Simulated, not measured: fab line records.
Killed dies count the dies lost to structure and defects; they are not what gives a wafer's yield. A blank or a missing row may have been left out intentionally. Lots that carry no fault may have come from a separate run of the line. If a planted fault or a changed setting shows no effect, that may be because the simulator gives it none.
What tool caused it? | flow sky130 | 33 wafers from 11 lots sampled at 5 of the route's 708 steps

== WHAT THE GAUGES SHOWED, per wafer ==
SKY_VIA4_THK_MEAS_01. Usual: for VIA4_HDPCVD_THK the level is 1752 nm and the standard deviation is 17.
lot  | measured     | on           | VIA4_HDPCVD_THK (nm) | flag
L506 | day 41 14:34 | filmMetro-04 | 1751 1765 1755       | 
L508 | day 42 04:47 | filmMetro-03 | 1757 1793 1770       | 
L509 | day 42 09:38 | filmMetro-01 | 1787 1778 1770       | 
L510 | day 43 11:06 | filmMetro-03 | 1739 1737 1752       | 
L512 | day 44 08:14 | filmMetro-03 | 1761 1739 1755       | 
L511 | day 44 09:14 | filmMetro-04 | 1749 1742 1748       | 
L514 | day 44 12:19 | filmMetro-01 | 1774 1747 1765       | 
L515 | day 44 13:50 | filmMetro-04 | 1736 1741 1731       | 
L513 | day 44 15:49 | filmMetro-03 | 1754 1759 1746       | 
L517 | day 44 22:27 | filmMetro-03 | 2645 2606 2615       | OFF
L519 | day 45 15:08 | filmMetro-01 | 2635 2618 2624       | OFF

SKY_VIA4_OVL_MEAS_11. Usual: for VIA4_OVL the level is 0.7 nm and the standard deviation is 1.4.
lot  | measured     | on         | VIA4_OVL (nm)  | flag
L506 | day 42 14:31 | overlay-02 | -0.3 0.6 0.5   | 
L508 | day 43 03:25 | overlay-02 | 0.7 -0.4 1.5   | 
L509 | day 43 08:44 | overlay-02 | 2.0 -1.3 -0.4  | 
L510 | day 44 10:05 | overlay-02 | -3.1 -3.4 -1.9 | 
L512 | day 45 05:59 | overlay-02 | -0.4 -0.9 1.4  | 
L511 | day 45 07:11 | overlay-02 | -0.8 0.4 -1.1  | 
L514 | day 45 10:37 | overlay-02 | 2.4 3.4 2.5    | 
L515 | day 45 12:41 | overlay-02 | 0.1 1.0 -1.1   | 
L513 | day 45 14:10 | overlay-02 | 1.7 1.9 0.2    | 
L517 | day 45 19:55 | overlay-02 | -0.1 -1.9 -1.3 | 
L519 | day 46 12:05 | overlay-02 | 0.1 2.9 1.9    | 

== TOOL THAT RAN EACH LOT (tool first, then ch and the chambers of the sampled wafers, then the start) ==
lot  | SKY_VIA3_CMP_24               | SKY_METAL4_SPUTTER_02       | SKY_VIA4_HDPCVD_00
L506 | cmp-01 ch 0,1, day 39 15:25   | pvdSputter-04, day 39 15:46 | hdpcvd-01 ch 0,1, day 41 14:23
L508 | cmp-01 ch 1,2,3, day 40 04:44 | pvdSputter-01, day 40 04:56 | hdpcvd-01 ch 1,2, day 42 04:36
L509 | cmp-02 ch 0,2, day 40 10:34   | pvdSputter-03, day 40 10:55 | hdpcvd-01 ch 0,1, day 42 09:27
L510 | cmp-02 ch 1,2,3, day 41 09:46 | pvdSputter-03, day 41 09:58 | hdpcvd-01 ch 0,1,2, day 43 10:59
L512 | cmp-01 ch 1,3, day 42 08:18   | pvdSputter-04, day 42 08:36 | hdpcvd-01 ch 0,1, day 44 08:04
L511 | cmp-01 ch 0,1, day 42 09:22   | pvdSputter-04, day 42 09:40 | hdpcvd-01 ch 0,2, day 44 09:04
L514 | cmp-02 ch 0,3, day 42 12:22   | pvdSputter-01, day 42 12:43 | hdpcvd-01 ch 0,1, day 44 12:08
L515 | cmp-02 ch 1,2,3, day 42 14:32 | pvdSputter-01, day 42 14:47 | hdpcvd-02 ch 0,1,2, day 44 13:40
L513 | cmp-01 ch 0,1,3, day 42 16:21 | pvdSputter-03, day 42 16:39 | hdpcvd-02 ch 0,1,2, day 44 15:38
L517 | cmp-02 ch 1,2,3, day 43 00:41 | pvdSputter-03, day 43 01:02 | hdpcvd-01 ch 0,1,2, day 44 22:16
L519 | cmp-02 ch 0,2,3, day 43 16:14 | pvdSputter-03, day 43 16:36 | hdpcvd-01 ch 0,1,2, day 45 14:58
- SKY_VIA3_CMP_24: polishes, stops on SiO2, t overpolish 20 s, target thk 0 nm.
- SKY_METAL4_SPUTTER_02: material AlCu, target thk 735 nm, time 39.1 s.
- SKY_VIA4_HDPCVD_00: deposits SiO2, target thk 1750 nm, time 291.7 s.

== WHAT THE TOOLS THEMSELVES READ (means of the sampled wafers that have a number; where no wafer has one, the mark that the record gives instead) ==
SKY_VIA3_CMP_24. Usual: motorCurrentA 10.7 A, standard deviation 1.6; overpolishRunS 20.001 s, standard deviation 0.0099; retainingRingPressureFrac 1.001, standard deviation 0.0047; timeToEndpointS 95 s, standard deviation 3.3.
lot  | tool   | motorCurrentA (A) | overpolishRunS (s) | retainingRingPressureFrac | timeToEndpointS (s) | flag
L506 | cmp-01 | 10.7              | 20.004             | 1.003                     | 95                  | 
L508 | cmp-01 | 10.0              | 19.997             | 0.999                     | 96                  | 
L509 | cmp-02 | 11.0              | 19.999             | 1.003                     | 93                  | 
L510 | cmp-02 | 11.7              | 19.995             | 1.001                     | 91                  | 
L512 | cmp-01 | 10.7              | 19.997             | 1.010                     | 95                  | 
L511 | cmp-01 | 12.2              | 19.988             | 1.000                     | 97                  | 
L514 | cmp-02 | 9.8               | 19.995             | 1.004                     | 94                  | 
L515 | cmp-02 | 11.7              | 20.010             | 1.001                     | 94                  | 
L513 | cmp-01 | 10.9              | 19.994             | 1.001                     | 95                  | 
L517 | cmp-02 | 11.2              | 20.014             | 0.997                     | 95                  | 
L519 | cmp-02 | 10.9              | 20.005             | 0.999                     | 92                  | 

SKY_METAL4_SPUTTER_02. Usual: chamberPressurePa 0.4001 Pa, standard deviation 0.0008; throttleValvePct 30.4 %, standard deviation 0.69.
lot  | tool          | chamberPressurePa (Pa) | throttleValvePct (%) | flag
L506 | pvdSputter-04 | 0.4007                 | 30.2                 | 
L508 | pvdSputter-01 | 0.4007                 | 31.3                 | 
L509 | pvdSputter-03 | 0.4006                 | 31.0                 | 
L510 | pvdSputter-03 | 0.4000                 | 30.4                 | 
L512 | pvdSputter-04 | 0.3998                 | 30.5                 | 
L511 | pvdSputter-04 | 0.3998                 | 30.8                 | 
L514 | pvdSputter-01 | 0.4001                 | 30.4                 | 
L515 | pvdSputter-01 | 0.4010                 | 31.3                 | 
L513 | pvdSputter-03 | 0.3986                 | 30.5                 | 
L517 | pvdSputter-03 | 0.4002                 | 30.3                 | 
L519 | pvdSputter-03 | 0.4004                 | 29.9                 | 

SKY_VIA4_HDPCVD_00. Usual: pressureMtorr 6.000 mTorr, standard deviation 0.013; sih4FlowSccm 60.03 sccm, standard deviation 0.19.
lot  | tool      | pressureMtorr (mTorr) | sih4FlowSccm (sccm) | flag
L506 | hdpcvd-01 | 5.997                 | 60.18               | 
L508 | hdpcvd-01 | 6.009                 | 60.03               | 
L509 | hdpcvd-01 | 6.007                 | 60.21               | 
L510 | hdpcvd-01 | 6.005                 | 60.00               | 
L512 | hdpcvd-01 | 6.003                 | 60.06               | 
L511 | hdpcvd-01 | 6.004                 | 59.91               | 
L514 | hdpcvd-01 | 6.007                 | 59.94               | 
L515 | hdpcvd-02 | 6.001                 | 60.01               | 
L513 | hdpcvd-02 | 5.988                 | 60.01               | 
L517 | hdpcvd-01 | 5.999                 | 89.99               | OFF
L519 | hdpcvd-01 | 5.990                 | 89.89               | OFF

== THE ANSWER, worked out from the rows above alone ==
Rule: lot off if the mean of its wafers having a number is beyond 3 standard deviations from the usual mean. Also off: a lot with no number at a reading for which 4 or more lots have one. All remaining lots with rows at the step are treated as sound. Order of review: gauges by route order, followed by the tools' own readings, for which a lot's mean as printed above is used. The first step at which some lot is off is used, and at that step the reading that is off furthest; a lot without a number counts as furthest.
Off: at SKY_VIA4_THK_MEAS_01 (VIA4_HDPCVD_THK), L517, L519.
If a tool, at a process step before that reading, ran all the lots that are off and no sound lot after the first of them, it fits. Not tried: the gauges at SKY_VIA4_THK_MEAS_01; whatever is off there is also off at SKY_VIA4_HDPCVD_00, on other tools, and gauge error can't account for it. Can't be told from this: 3 tools fit, cmp-02 at SKY_VIA3_CMP_24, pvdSputter-03 at SKY_METAL4_SPUTTER_02, hdpcvd-01 at SKY_VIA4_HDPCVD_00.

== WHAT WAS PUT IN BY THE SIMULATOR ==
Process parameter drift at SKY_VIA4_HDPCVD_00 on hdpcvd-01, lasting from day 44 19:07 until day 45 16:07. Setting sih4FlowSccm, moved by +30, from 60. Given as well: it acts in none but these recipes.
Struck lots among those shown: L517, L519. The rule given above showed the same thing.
